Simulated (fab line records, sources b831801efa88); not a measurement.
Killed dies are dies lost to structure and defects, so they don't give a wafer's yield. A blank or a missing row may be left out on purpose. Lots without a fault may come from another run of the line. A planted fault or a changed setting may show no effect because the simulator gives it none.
fab line records | flow sky130
record lots=5 wafers=15 last_day=50
route steps=708 shown LI_CONTACT@375 LOCAL_INTERCONNECT@387 PAD_OPEN@708
lots that met no fault: from a run of the same line without faults
start_h: hours from the record's first day to the start of the lot's first wafer shown | wait_h: hours since the lot's step before | " the same as in the row above | L1.1+2: a row that stands for several wafers | - no value, or no start given | * or withheld: withheld | < > ~ a bound
route shown NAME@n: a module of which the file shows steps, and the number in the route of the first | usual: mean/standard deviation of fault-free wafers | same: alike in all rows | chamber/n: place in a boat | sites: the reading at each site | _std_site: their standard deviation | _edge_site: outer sites' mean less inner sites' | radius_mm: how far each site lies from the wafer's centre | mask NAME#n: copy n | behind: the tool/chamber that last shaped the wafer | hold: why the lot was held/for how many hours/how that ended | device: the transistor (n, p or np) that didn't switch | end of line: the same wafers' tests at the end of the route | a step without rows: its recipe alone | killed: dies lost to structure and defects at the first sort, not the wafer's yield | map: a wafer's dies, x killed, . not, _ none there
set.NAME: the setting as run; set.NAME@STEP: as run at that earlier step | model.NAME: the simulator's own value behind a step, which no gauge read
lots at some steps of the route; a table a step, a row a wafer
services: from which hour (start_h, from the record's first day; less than 0 if before it) a tool's chamber was out of use, for how many hours, and why
## steps
# step SKY_LI_CONTACT_OVL_MEAS_13
# usual LI_CONTACT_OVL=0/6.1
# columns lot.wafer tool chamber start_h wait_h LI_CONTACT_OVL[nm]
L202.1 overlay-02 - 759.26 0.1 2
L202.3 " - " " 3
L202.6 " - " " 1
L205.1 overlay-02 - 790.66 0.1 -1
L205.3 " - " " -5
L205.5 " - " " -2
L209.2 overlay-02 - 808.35 0.1 -10
L209.5 " - " " 1
L209.6 " - " " -5
L211.1 overlay-01 - 826.64 0.1 7
L211.3 " - " " 6
L211.4 " - " " 2
L215.2 overlay-02 - 852.02 0.1 -2
L215.3 " - " " -1
L215.5 " - " " -3
# step SKY_LI_CONTACT_ETCH_14
# recipe chemistry=N2/H2 target=BARC ion_energy_ev=200 source_w=500 bias_w=100 pressure_mtorr=30 n2_flow_sccm=100 h2_flow_sccm=200 stop_on=SiO2 time_s=45.9 target_depth_a=600
# step SKY_LI_CONTACT_ETCH_15
# recipe target=PSG chemistry=C4F8/O2/Ar stop_on=Si taper_deg=4.15 mask_material=KrF-thick source_w=1500 bias_w=1200 pressure_mtorr=40 c4f8_flow_sccm=withheld O2_flow_sccm=6 Ar_flow_sccm=300 time_s=withheld target_depth_a=6000
# usual oes_product_au=0.837/0.0047
# columns lot.wafer tool chamber start_h wait_h oes_product_au
L202.1 rie_diel-03 0 759.34 0.0 0.831
L202.3 " 1 " " 0.828
L202.6 " 0 " " 0.833
L205.1 rie_diel-03 3 790.74 0.0 0.835
L205.3 " 1 " " 0.837
L205.5 " 0 " " 0.835
L209.2 rie_diel-04 1 808.42 0.0 0.843
L209.5 " 2 " " 0.833
L209.6 " 3 " " 0.833
L211.1 rie_diel-04 2 826.72 0.0 0.835
L211.3 " 3 " " 0.830
L211.4 " 0 " " 0.836
L215.2 rie_diel-02 1 852.09 0.0 0.832
L215.3 " 0 " " 0.829
L215.5 " 1 " " 0.839
# step SKY_LI_CONTACT_STRIP_16
# recipe chemistry=O2/N2 power_w=1400 pressure_mtorr=1500 platen_temp_c=withheld o2_flow_sccm=3000 n2_flow_sccm=300 overash_fraction=0.5
# step SKY_LI_CONTACT_CLEAN_17
# recipe chemistry=NMP time_s=600 temp_c=60 dry=n2_spin
# step SKY_LI_CONTACT_PRE_CLEAN_18
# recipe gas=Ar time_s=5.6 bias_v=358
# step SKY_LI_CONTACT_SPUTTER_19
# recipe material=Ti target_thk_nm=20 chamber_pressure_pa=5 power_w=2500 substrate_temp_c=200 time_s=106.37
# usual throttle_valve_pct=30.1/0.9
# columns lot.wafer tool chamber start_h wait_h throttle_valve_pct
L202.1 pvd_sputter-01 - 759.72 0.0 29.0
L202.3 " - " " 31.2
L202.6 " - " " 31.2
L205.1 pvd_sputter-01 - 791.12 0.0 30.3
L205.3 " - " " 29.3
L205.5 " - " " 30.9
L209.2 pvd_sputter-03 - 808.82 0.0 29.4
L209.5 " - " " 29.7
L209.6 " - " " 30.0
L211.1 pvd_sputter-02 - 827.12 0.0 29.7
L211.3 " - " " 28.5
L211.4 " - " " 29.3
L215.2 pvd_sputter-02 - 852.47 0.0 28.5
L215.3 " - " " 29.4
L215.5 " - " " 28.1
# step SKY_LI_CONTACT_SPUTTER_20
# recipe material=TiN target_thk_nm=20 chamber_pressure_pa=5 power_w=4000 time_s=80
# step SKY_LI_CONTACT_CVD_21
# recipe material=W target_thk_nm=400 time_s=120.56 temp_c=400 pressure_torr=40
# usual heater_power_w=836/17 susceptor_temp_C=400.02/0.24
# columns lot.wafer tool chamber start_h wait_h heater_power_w susceptor_temp_C
L202.1 cvd_w-02 1 759.86 0.0 837 400.16
L202.3 " 0 " " 843 399.91
L202.6 " 1 " " 828 400.04
L205.1 cvd_w-02 0 791.26 0.0 867 400.35
L205.3 " 1 " " 831 399.93
L205.5 " 0 " " 866 399.94
L209.2 cvd_w-01 0 808.95 0.0 844 400.06
L209.5 " 0 " " 863 399.73
L209.6 " 1 " " 815 400.36
L211.1 cvd_w-02 1 827.25 0.0 827 399.52
L211.3 " 0 " " 826 400.06
L211.4 " 1 " " 847 400.14
L215.2 cvd_w-02 0 852.61 0.0 871 399.50
L215.3 " 1 " " 821 400.01
L215.5 " 1 " " 822 400.18
# step SKY_LI_CONTACT_RS_MEAS_22
# recipe thk_meas_gauge=four-point-probe reads=W_of_LI_CONTACT_CVD_21+TiN_of_LI_CONTACT_SPUTTER_20+Ti_of_LI_CONTACT_SPUTTER_19
# usual LI_CONTACT_W_RS=0.2846/0.003
# columns lot.wafer tool chamber start_h wait_h LI_CONTACT_W_RS[ohm/sq]
L202.1 film_metro-01 - 759.99 0.1 0.2835
L202.3 " - " " 0.2814
L202.6 " - " " 0.2833
L205.1 film_metro-01 - 791.39 0.1 0.2826
L205.3 " - " " 0.2859
L205.5 " - " " 0.2841
L209.2 film_metro-04 - 809.10 0.1 0.2860
L209.5 " - " " 0.2843
L209.6 " - " " 0.2872
L211.1 film_metro-01 - 827.38 0.1 0.2875
L211.3 " - " " 0.2788
L211.4 " - " " 0.2894
L215.2 film_metro-04 - 852.76 0.1 0.2861
L215.3 " - " " 0.2877
L215.5 " - " " 0.2899
# step SKY_LI_CONTACT_THK_MEAS_23
# recipe thk_meas_gauge=xrf reads=W_of_LI_CONTACT_CVD_21
# usual LI_CONTACT_W_THK=376/5.4
# columns lot.wafer tool chamber start_h wait_h LI_CONTACT_W_THK[nm]
L202.1 film_metro-01 - 760.11 0.1 374
L202.3 " - " " 376
L202.6 " - " " 373
L205.1 film_metro-01 - 791.51 0.1 374
L205.3 " - " " 370
L205.5 " - " " 372
L209.2 film_metro-04 - 809.21 0.1 374
L209.5 " - " " 376
L209.6 " - " " 373
L211.1 film_metro-01 - 827.50 0.1 368
L211.3 " - " " 375
L211.4 " - " " 368
L215.2 film_metro-04 - 852.87 0.1 380
L215.3 " - " " 378
L215.5 " - " " 373
# step SKY_LI_CONTACT_CMP_24
# recipe stop_on=PSG t_overpolish_s=20 down_force_psi=3.5 platen_rpm=60 target_thk_nm=0 pad_velocity_m_s=0.94248
# step SKY_LOCAL_INTERCONNECT_SPUTTER_00
# recipe material=TiN target_thk_nm=100 temp_c=300 power_w=6500 time_s=83.3 chamber_pressure_pa=0.4
# usual susceptor_temp_C=300.02/0.18 throttle_valve_pct=29.5/0.95
# columns lot.wafer tool chamber start_h wait_h susceptor_temp_C throttle_valve_pct model.TiN_of_LOCAL_INTERCONNECT_SPUTTER_00.thk_nm
L202.1 pvd_sputter-04 - 760.89 0.1 299.86 30.4 101
L202.3 " - " " - 31.0 88.33
L202.6 " - " " 299.88 29.6 100.8
L205.1 pvd_sputter-03 - 791.87 0.2 300.01 30.2 97.52
L205.3 " - " " 299.87 29.2 98.9
L205.5 " - " " 299.93 29.3 99.65
L209.2 pvd_sputter-02 - 809.56 0.2 299.86 28.0 101.1
L209.5 " - " " 300.11 30.1 102.2
L209.6 " - " " 300.06 28.0 101.7
L211.1 pvd_sputter-04 - 827.86 0.1 300.08 30.1 100.1
L211.3 " - " " 300.13 28.2 101.2
L211.4 " - " " 300.07 30.9 100.4
L215.2 pvd_sputter-03 - 853.22 0.2 300.00 30.4 98.74
L215.3 " - " " 300.02 29.1 100.1
L215.5 " - " " 300.27 30.0 99.68
# step SKY_LOCAL_INTERCONNECT_RS_MEAS_01
# recipe thk_meas_gauge=four-point-probe reads=TiN_of_LOCAL_INTERCONNECT_SPUTTER_00
# usual LOCAL_INTERCONNECT_TIN_RS=14.15/0.18
# columns lot.wafer tool chamber start_h wait_h LOCAL_INTERCONNECT_TIN_RS[ohm/sq]
L202.1 film_metro-01 - 760.96 0.0 14.04
L202.3 " - " " 16.15
L202.6 " - " " 14.04
L205.1 film_metro-01 - 791.93 0.0 14.51
L205.3 " - " " 14.33
L205.5 " - " " 14.24
L209.2 film_metro-03 - 809.64 0.1 13.99
L209.5 " - " " 13.80
L209.6 " - " " 13.90
L211.1 film_metro-01 - 827.92 0.0 14.13
L211.3 " - " " 13.98
L211.4 " - " " 14.13
L215.2 film_metro-03 - 853.30 0.1 14.31
L215.3 " - " " 14.11
L215.5 " - " " 14.19
# step SKY_LOCAL_INTERCONNECT_THK_MEAS_02
# recipe thk_meas_gauge=xrf reads=TiN_of_LOCAL_INTERCONNECT_SPUTTER_00
# usual LOCAL_INTERCONNECT_TIN_THK=99.2/1.4
# columns lot.wafer tool chamber start_h wait_h LOCAL_INTERCONNECT_TIN_THK[nm]
L202.1 film_metro-01 - 761.08 0.1 99.6
L202.3 " - " " 86.9
L202.6 " - " " 99.4
L205.1 film_metro-01 - 792.05 0.1 95.8
L205.3 " - " " 97.6
L205.5 " - " " 98.3
L209.2 film_metro-03 - 809.75 0.1 99.6
L209.5 " - " " 100.7
L209.6 " - " " 100.0
L211.1 film_metro-01 - 828.04 0.1 98.3
L211.3 " - " " 99.1
L211.4 " - " " 98.5
L215.2 film_metro-03 - 853.41 0.1 98.0
L215.3 " - " " 98.9
L215.5 " - " " 98.8
# step SKY_LOCAL_INTERCONNECT_DEHYDRATE_03
# recipe temp_c=200 time_s=60
# step SKY_LOCAL_INTERCONNECT_HMDS_04
# recipe prime_time_s=60 prime_temp_c=120
# step SKY_LOCAL_INTERCONNECT_COAT_05
# recipe resist=BARC temp_c=withheld time_s=withheld spin_rpm=3000 resist_thk_nm=60
# step SKY_LOCAL_INTERCONNECT_COAT_06
# recipe resist=KrF-thick spin_rpm=3000 resist_thk_nm=450
# step SKY_LOCAL_INTERCONNECT_SOFTBAKE_07
# recipe temp_c=100 time_s=90 resist=KrF-thick
# step SKY_LOCAL_INTERCONNECT_EXPOSE_08
# recipe mask_id=LI1M na=0.8 source_shape=annular sigma_inner=0.55 sigma_outer=0.85 target_cd_nm=170 dose_mj=28
# step SKY_LOCAL_INTERCONNECT_PEB_09
# recipe peb_temp_c=withheld peb_time_s=withheld resist=KrF-thick
# step SKY_LOCAL_INTERCONNECT_DEVELOP_10
# recipe develop_time_s=60 resist=KrF-thick dev_temp_c=21
# step SKY_LOCAL_INTERCONNECT_CD_MEAS_11
# recipe target_cd_nm=170
# usual cd_nm=170.1/1.3
# columns lot.wafer tool chamber start_h wait_h cd_nm
L202.1 cd_sem-02 - 788.14 - 169.8
L202.3 " - " " 167.5
L202.6 " - " " 168.4
L205.1 cd_sem-02 - 818.69 - 169.9
L205.3 " - " " 169.0
L205.5 " - " " 169.0
L209.2 cd_sem-02 - 836.09 - 171.7
L209.5 " - " " 170.0
L209.6 " - " " 170.8
L211.1 cd_sem-01 - 854.44 - 168.9
L211.3 " - " " 169.6
L211.4 " - " " 167.4
L215.2 cd_sem-01 - 879.39 - 170.0
L215.3 " - " " 171.6
L215.5 " - " " 169.3
# step SKY_LOCAL_INTERCONNECT_OVL_MEAS_12
# usual LOCAL_INTERCONNECT_OVL=1/4.8
# columns lot.wafer tool chamber start_h wait_h LOCAL_INTERCONNECT_OVL[nm]
L202.1 overlay-01 - 788.26 0.1 1
L202.3 " - " " 0
L202.6 " - " " 8
L205.1 overlay-01 - 818.81 0.1 2
L205.3 " - " " 2
L205.5 " - " " 4
L209.2 overlay-01 - 836.20 0.1 2
L209.5 " - " " 0
L209.6 " - " " 0
L211.1 overlay-01 - 854.57 0.1 1
L211.3 " - " " -2
L211.4 " - " " 2
L215.2 overlay-01 - 879.50 0.1 -3
L215.3 " - " " -4
L215.5 " - " " -1
# step SKY_LOCAL_INTERCONNECT_ETCH_13
# recipe chemistry=N2/H2 target=BARC ion_energy_ev=200 bias_w=100 pressure_mtorr=30 n2_flow_sccm=100 h2_flow_sccm=200 icp_w=500 stop_on=SiO2 time_s=45.9 target_depth_a=600
# usual drypump_motor_current_A=5.5/0.37 oes_product_au=0.854/0.0048 throttle_valve_pct=13.224/0.0085
# columns lot.wafer tool chamber start_h wait_h drypump_motor_current_A oes_product_au rf_hours_counter_h throttle_valve_pct
L202.1 rie_metal-04 1 788.30 0.0 5.7 0.858 4 13.226
L202.3 " 0 " " 5.9 0.854 - 13.233
L202.6 " 0 " " 5.8 0.847 - 13.221
L205.1 rie_metal-04 1 818.85 0.0 5.7 0.849 6 13.237
L205.3 " 1 " " 5.7 0.848 - 13.221
L205.5 " 1 " " 5.7 0.847 - 13.211
L209.2 rie_metal-02 0 836.25 0.0 5.6 0.848 - 13.212
L209.5 " 0 " " 5.6 0.858 - 13.225
L209.6 " 0 " " 5.6 0.859 - 13.220
L211.1 rie_metal-01 0 854.61 0.0 5.1 0.848 17 13.221
L211.3 " 1 " " 6.0 0.851 - 13.213
L211.4 " 0 " " 5.1 0.854 - 13.229
L215.2 rie_metal-02 0 879.53 0.0 5.5 0.851 13 13.235
L215.3 " 0 " " 5.6 0.856 - 13.237
L215.5 " 1 " " 4.8 0.849 - 13.209
# step SKY_LOCAL_INTERCONNECT_METAL_ETCH_14
# recipe target_depth_nm=110 stop_on=PSG chemistry=Cl2/BCl3 target=TiN resist_sidewall_deg=88 pressure_mtorr=10 icp_w=900 bias_w=48.5 Cl2_flow_sccm=60 bcl3_flow_sccm=30 time_s=32.43
# usual bcl3_flow_sccm=30.01/0.1 drypump_motor_current_A=5.5/0.37 oes_product_au=0.932/0.0084 throttle_valve_pct=21.906/0.012
# columns lot.wafer tool chamber start_h wait_h bcl3_flow_sccm drypump_motor_current_A oes_product_au rf_hours_counter_h throttle_valve_pct
L202.1 rie_metal-04 1 788.36 0.0 30.12 5.6 0.937 4 21.892
L202.3 " 0 " " 29.94 5.8 0.866 - 21.950
L202.6 " 0 " " 30.08 5.9 0.933 - 21.907
L205.1 rie_metal-04 1 818.98 0.1 30.00 5.7 0.914 6 21.912
L205.3 " 1 " " 30.03 5.7 0.934 - 21.902
L205.5 " 1 " " 29.98 5.7 0.923 - 21.904
L209.2 rie_metal-02 0 836.37 0.1 30.07 5.6 0.932 - 21.884
L209.5 " 0 " " 30.12 5.6 0.954 - 21.905
L209.6 " 0 " " 30.12 5.6 0.937 - 21.909
L211.1 rie_metal-01 0 854.67 0.0 29.76 5.1 0.934 17 21.906
L211.3 " 1 " " 30.00 6.0 0.937 - 21.889
L211.4 " 0 " " 29.88 5.1 0.939 - 21.913
L215.2 rie_metal-02 0 879.59 0.0 30.05 5.6 0.926 13 21.922
L215.3 " 0 " " 30.07 5.6 0.936 - 21.895
L215.5 " 1 " " 29.89 4.8 0.928 - 21.897
# step SKY_LOCAL_INTERCONNECT_STRIP_15
# recipe chemistry=O2/N2 power_w=1400 pressure_mtorr=1500 platen_temp_c=withheld o2_flow_sccm=3000 n2_flow_sccm=300 overash_fraction=0.5
# usual drypump_motor_current_A=5.45/0.23 oes_product_au=0.426/0.0045 strip_time_to_endpoint_s=4.702/0.018
# columns lot.wafer tool chamber start_h wait_h drypump_motor_current_A oes_product_au rf_hours_counter_h strip_time_to_endpoint_s
L202.1 plasma_asher-03 0 788.41 0.0 5.45 0.423 66 4.688
L202.3 " 1 " " 5.18 0.425 - 4.719
L202.6 " 0 " " 5.44 0.433 - 4.722
L205.1 plasma_asher-03 1 819.08 0.1 5.14 0.429 69 4.713
L205.3 " 0 " " 5.44 0.430 - 4.707
L205.5 " 1 " " 5.13 0.425 - 4.711
L209.2 plasma_asher-03 0 836.46 0.1 5.45 0.418 71 4.705
L209.5 " 0 " " 5.43 0.429 - 4.712
L209.6 " 1 " " 5.11 0.428 - 4.702
L211.1 plasma_asher-03 1 854.72 0.0 5.15 0.430 73 4.711
L211.3 " 0 " " 5.44 0.422 - 4.700
L211.4 " 1 " " 5.13 0.425 - 4.713
L215.2 plasma_asher-02 1 879.65 0.0 5.52 0.427 13 4.703
L215.3 " 1 " " 5.52 0.420 - 4.699
L215.5 " 1 " " 5.50 0.421 - 4.688
# step SKY_LOCAL_INTERCONNECT_STRIP_16
# recipe chemistry=post_etch_residue_remover time_s=1200 temp_c=72.5
# columns lot.wafer tool chamber start_h wait_h model.TiN_of_LOCAL_INTERCONNECT_SPUTTER_00.thk_nm
L202.1 wet_bench-04 1 788.51 0.1 100.5
L202.3 " 1 " " 87.9
L202.6 " 1 " " 100.3
L205.1 wet_bench-02 3 819.18 0.1 97.09
L205.3 " 3 " " 98.47
L205.5 " 3 " " 99.23
L209.2 wet_bench-02 1 836.56 0.1 100.7
L209.5 " 1 " " 101.8
L209.6 " 1 " " 101.3
L211.1 wet_bench-03 0 854.82 0.1 99.72
L211.3 " 0 " " 100.8
L211.4 " 0 " " 99.99
L215.2 wet_bench-03 2 879.75 0.1 98.32
L215.3 " 2 " " 99.63
L215.5 " 2 " " 99.27
# step SKY_LOCAL_INTERCONNECT_CLEAN_17
# recipe chemistry=IPA time_s=180 temp_c=25
# step SKY_PAD_OPEN_PROBE_99
# usual killed_at_M0_to_M3=43/7.6 killed_at_M4_up=2.9/1.9 killed_at_contacts=24/5 killed_at_front_end=15/4.3 killed_at_other=0.3/0.54 killed_dies=85/10 killed_open=47/7 killed_short=38/6.4
# same gross_dies=492 killed_at_back_side=0
# columns lot.wafer tool chamber start_h wait_h killed_at_M0_to_M3 killed_at_M4_up killed_at_contacts killed_at_front_end killed_at_other killed_dies killed_open killed_short model.etest.res_li.line_ohm_um model.etest.res_li.rs_ohm_sq model.etest.mcon_chain.rc_ohm
L202.1 prober-01 - 1138.31 0.1 48 1 24 13 1 87 44 43 75.5 12.67 16.2
L202.3 prober-01 - 1138.41 0.2 35 0 25 15 0 75 50 25 86.48 14.49 17.93
L202.6 prober-01 - 1138.56 0.2 51 6 23 8 0 88 46 42 75.93 12.72 17.34
L205.1 prober-01 - 1161.08 0.1 50 0 27 20 0 97 48 49 77.51 13.13 16.62
L205.3 prober-01 - 1161.18 0.2 46 2 21 7 0 76 41 35 76.44 12.91 16.21
L205.5 prober-01 - 1161.28 0.2 34 5 29 8 0 76 37 39 75.43 12.83 17.34
L209.2 prober-01 - 1171.70 0.1 45 6 22 18 0 91 49 42 73.33 12.64 16.36
L209.5 prober-01 - 1171.85 0.2 38 1 29 9 0 77 43 34 74.05 12.58 16.85
L209.6 prober-01 - 1171.90 0.2 49 1 32 19 0 101 63 38 73.78 12.53 16.59
L211.1 prober-01 - 1185.97 0.1 56 2 23 23 0 104 56 48 75.35 12.84 16.67
L211.3 prober-01 - 1186.07 0.2 53 0 27 13 0 93 53 40 74.98 12.68 16.62
L211.4 prober-01 - 1186.12 0.2 48 3 24 10 0 85 46 39 75.87 12.72 16.96
L215.2 prober-01 - 1199.78 0.1 50 2 22 14 0 88 39 49 76.45 12.97 16.76
L215.3 prober-01 - 1199.83 0.2 53 0 20 12 1 86 45 41 75.22 12.78 16.59
L215.5 prober-01 - 1199.93 0.2 43 2 24 14 0 83 42 41 75.36 12.87 16.52
# killed by level:class
L202.1 VIA1:geometric_particle:open=11 LI_CONTACT:geometric_particle:open=8 METAL2:geometric_particle:short=7 CONTACT:geometric_particle:open=6 FIELD_ISO:geometric_particle:open=5 VIA3:geometric_particle:short=5 METAL1:geometric_particle:short=5 FIELD_ISO:geometric_particle:short=4
L202.3 CONTACT:geometric_particle:open=13 VIA3:geometric_particle:open=8 LI_CONTACT:geometric_particle:open=7 FIELD_ISO:geometric_particle:open=6 VIA1:geometric_particle:open=5 VIA1:geometric_particle:short=4 VIA3:geometric_particle:short=4 POLY_GATE:geometric_particle:open=3
L202.6 CONTACT:geometric_particle:open=11 VIA3:geometric_particle:open=8 VIA1:geometric_particle:open=8 METAL2:geometric_particle:short=8 VIA2:geometric_particle:open=7 LI_CONTACT:geometric_particle:open=6 METAL3:geometric_particle:short=6 METAL4:geometric_particle:short=6
L205.1 VIA1:geometric_particle:open=12 CONTACT:geometric_particle:short=11 CONTACT:geometric_particle:open=8 VIA2:geometric_particle:open=8 POLY_GATE:geometric_particle:short=6 METAL1:geometric_particle:short=6 FIELD_ISO:geometric_particle:open=5 FIELD_ISO:geometric_particle:short=5
L205.3 VIA1:geometric_particle:open=13 VIA1:geometric_particle:short=10 CONTACT:geometric_particle:open=7 METAL2:geometric_particle:short=6 LI_CONTACT:geometric_particle:open=6 VIA2:geometric_particle:open=5 FIELD_ISO:geometric_particle:open=4 LOCAL_INTERCONNECT:geometric_particle:short=4
L205.5 CONTACT:geometric_particle:open=8 CONTACT:geometric_particle:short=7 LI_CONTACT:geometric_particle:open=6 LOCAL_INTERCONNECT:geometric_particle:short=6 VIA2:geometric_particle:short=6 VIA1:geometric_particle:open=6 METAL1:geometric_particle:short=5 METAL1:geometric_particle:open=4
L209.2 VIA1:geometric_particle:open=10 LI_CONTACT:geometric_particle:open=9 METAL3:geometric_particle:short=7 VIA3:geometric_particle:open=7 FIELD_ISO:geometric_particle:open=6 POLY_GATE:geometric_particle:open=5 LI_CONTACT:geometric_particle:short=5 VIA3:geometric_particle:short=5
L209.5 CONTACT:geometric_particle:open=19 VIA1:geometric_particle:short=7 VIA3:geometric_particle:open=7 METAL1:geometric_particle:short=5 VIA2:geometric_particle:open=5 CONTACT:geometric_particle:short=4 FIELD_ISO:geometric_particle:short=3 LI_CONTACT:geometric_particle:short=3
L209.6 CONTACT:geometric_particle:open=13 VIA1:geometric_particle:open=11 VIA2:geometric_particle:open=9 CONTACT:geometric_particle:short=7 FIELD_ISO:geometric_particle:open=6 LI_CONTACT:geometric_particle:open=6 VIA1:geometric_particle:short=6 VIA3:geometric_particle:open=6
L211.1 VIA1:geometric_particle:open=11 VIA3:geometric_particle:open=10 VIA2:geometric_particle:open=9 LOCAL_INTERCONNECT:geometric_particle:short=7 POLY_GATE:geometric_particle:open=6 METAL1:geometric_particle:short=6 VIA1:geometric_particle:short=5 CONTACT:geometric_particle:short=5
L211.3 CONTACT:geometric_particle:open=11 VIA1:geometric_particle:open=10 LI_CONTACT:geometric_particle:open=7 VIA1:geometric_particle:short=7 METAL2:geometric_particle:short=7 METAL1:geometric_particle:short=6 VIA2:geometric_particle:open=6 VIA3:geometric_particle:open=6
L211.4 CONTACT:geometric_particle:open=10 VIA1:geometric_particle:open=8 VIA2:geometric_particle:open=7 LI_CONTACT:geometric_particle:open=7 METAL1:geometric_particle:short=7 METAL2:geometric_particle:short=7 LI_CONTACT:geometric_particle:short=5 VIA3:geometric_particle:short=4
L215.2 METAL2:geometric_particle:short=10 VIA1:geometric_particle:short=8 VIA1:geometric_particle:open=8 CONTACT:geometric_particle:open=7 LI_CONTACT:geometric_particle:open=6 METAL1:geometric_particle:short=6 FIELD_ISO:geometric_particle:open=5 CONTACT:geometric_particle:short=5
L215.3 VIA1:geometric_particle:open=12 VIA1:geometric_particle:short=9 VIA2:geometric_particle:open=8 VIA3:geometric_particle:open=7 METAL2:geometric_particle:short=7 LI_CONTACT:geometric_particle:open=5 CONTACT:geometric_particle:open=5 POLY_GATE:geometric_particle:open=4
L215.5 VIA3:geometric_particle:open=10 VIA1:geometric_particle:open=8 METAL2:geometric_particle:short=7 LI_CONTACT:geometric_particle:open=6 CONTACT:geometric_particle:short=6 CONTACT:geometric_particle:open=6 FIELD_ISO:geometric_particle:short=5 VIA1:geometric_particle:short=4
## services
# columns tool chamber start_h hours kind
pvd_sputter-04 - 743.59 1.4 repair
cvd_w-02 - 747.44 0.9 repair
plasma_asher-02 - 751.26 4.6 repair
pvd_sputter-03 - 754.44 1.2 repair
rie_metal-04 - 756.27 0.7 repair
rie_metal-01 1 763.83 3.2 repair
pvd_sputter-03 - 776.90 1.8 repair
pvd_sputter-02 1 779.65 - consumable_replace:kit
pvd_sputter-01 - 782.14 0.5 repair
rie_metal-01 - 784.51 2.8 pm
rie_diel-04 0 785.23 7.2 repair
pvd_sputter-02 - 790.80 6.8 repair
pvd_sputter-04 - 794.33 1.5 repair
rie_metal-04 0 799.96 - clean
rie_metal-04 0 799.96 22.0 scheduled_down
rie_metal-04 0 799.96 22.0 vent_cycle
wet_bench-04 - 824.25 1.5 repair
plasma_asher-02 - 831.02 2.7 repair
cvd_w-02 - 831.65 6.9 pm
rie_metal-02 1 834.70 - clean
rie_metal-02 1 834.70 12.6 scheduled_down
rie_metal-02 1 834.70 12.6 vent_cycle
rie_diel-04 1 857.28 132.0 repair
rie_diel-03 0 877.53 3.0 repair
## key
first_sign step=SKY_LOCAL_INTERCONNECT_RS_MEAS_01 reading=LOCAL_INTERCONNECT_TIN_RS direction=up sigmas=11 usual=14.15 struck=16.15
effect step=SKY_LOCAL_INTERCONNECT_THK_MEAS_02 reading=LOCAL_INTERCONNECT_TIN_THK direction=down sigmas=8.9 usual=99.2 struck=86.9
effect step=SKY_LOCAL_INTERCONNECT_METAL_ETCH_14 reading=oes_product_au direction=down sigmas=7.9 usual=0.932 struck=0.866
model_effect step=SKY_LOCAL_INTERCONNECT_SPUTTER_00 value=TiN_of_LOCAL_INTERCONNECT_SPUTTER_00.thk_nm without=100.3 struck=88.33
model_effect step=SKY_LOCAL_INTERCONNECT_STRIP_16 value=TiN_of_LOCAL_INTERCONNECT_SPUTTER_00.thk_nm without=99.92 struck=87.9
model_effect step=SKY_PAD_OPEN_PROBE_99 value=etest.res_li.line_ohm_um without=76.1 struck=86.48
met_at SKY_LOCAL_INTERCONNECT_SPUTTER_00
struck_wafers L202.3
tester_left_out L202
fault kind=process_parameter_drift tool=pvd_sputter-04 chamber=- onset_h=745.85 steps=SKY_LOCAL_INTERCONNECT_SPUTTER_00 channel=time_s offset=* shape=step end_h=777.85 acts_in=* stated=* scope=struck_wafers_only
# tester_left_out: of these lots the tester's yield and bins aren't shown, on N5 and GAA mostly nor the transistor test; their killed dies are dies lost to structure and defects alone, not to doping, threshold or leakage, so they don't give the yield
